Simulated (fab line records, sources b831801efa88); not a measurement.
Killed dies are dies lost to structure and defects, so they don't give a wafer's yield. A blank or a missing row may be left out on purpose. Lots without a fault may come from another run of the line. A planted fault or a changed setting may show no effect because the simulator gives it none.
Which tool did it? | flow sky130 | 7 lots, 21 wafers sampled, at 2 steps of a route of 708

WHAT THE GAUGES READ, wafer by wafer
SKY_METAL2_CD_MEAS_15: target cd 140 nm.
lot  | measured     | on        | cd_nm (nm)
L232 | day 36 23:50 | cd_sem-01 | 139.1 138.8 139.4
L234 | day 37 00:59 | cd_sem-02 | 138.8 137.7 136.1
L237 | day 37 01:43 | cd_sem-02 | 139.3 138.7 138.8
L243 | day 39 04:47 | cd_sem-01 | 143.4 142.5 143.0
L246 | day 40 04:59 | cd_sem-01 | 141.6 141.7 141.4
L248 | day 40 07:17 | cd_sem-01 | 138.0 137.8 139.0
L253 | day 41 15:57 | cd_sem-02 | 139.3 140.0 140.1

WHICH TOOL RAN EACH LOT (tool, then ch and the chambers of the sampled wafers, then the start)
lot  | SKY_SONOS_ONO_WET_ETCH_16
L232 | wet_bench-02 ch 0, day 13 12:07
L234 | wet_bench-02 ch 2, day 14 03:20
L237 | wet_bench-04 ch 2, day 14 20:24
L243 | wet_bench-02 ch 1, day 17 06:31
L246 | wet_bench-04 ch 0, day 17 23:24
L248 | wet_bench-02 ch 0, day 18 13:13
L253 | wet_bench-04 ch 1, day 20 15:08
- SKY_SONOS_ONO_WET_ETCH_16: etches SiO2 in dHF, target depth 14 nm, time 280 s.

THE ANSWER, worked out from the rows above alone
Rule: what is usual is taken from the lots themselves. Put in order of their means at a reading, lots are off if they are a third of the lots or fewer, leave a main group of 4 or more, and stand apart from it by a gap of 3 or more times the standard deviation of the main group's means; of several such gaps the widest counts. A main group whose means are all the same, to the digits that the tables above print for the reading, isn't used. A lot without any number at a reading at which 4 lots or more have one is off too. The other lots that the step has rows for count as sound.
No lot is off at any reading shown: from this, nothing can be told.

WHAT THE SIMULATOR HAD PUT IN
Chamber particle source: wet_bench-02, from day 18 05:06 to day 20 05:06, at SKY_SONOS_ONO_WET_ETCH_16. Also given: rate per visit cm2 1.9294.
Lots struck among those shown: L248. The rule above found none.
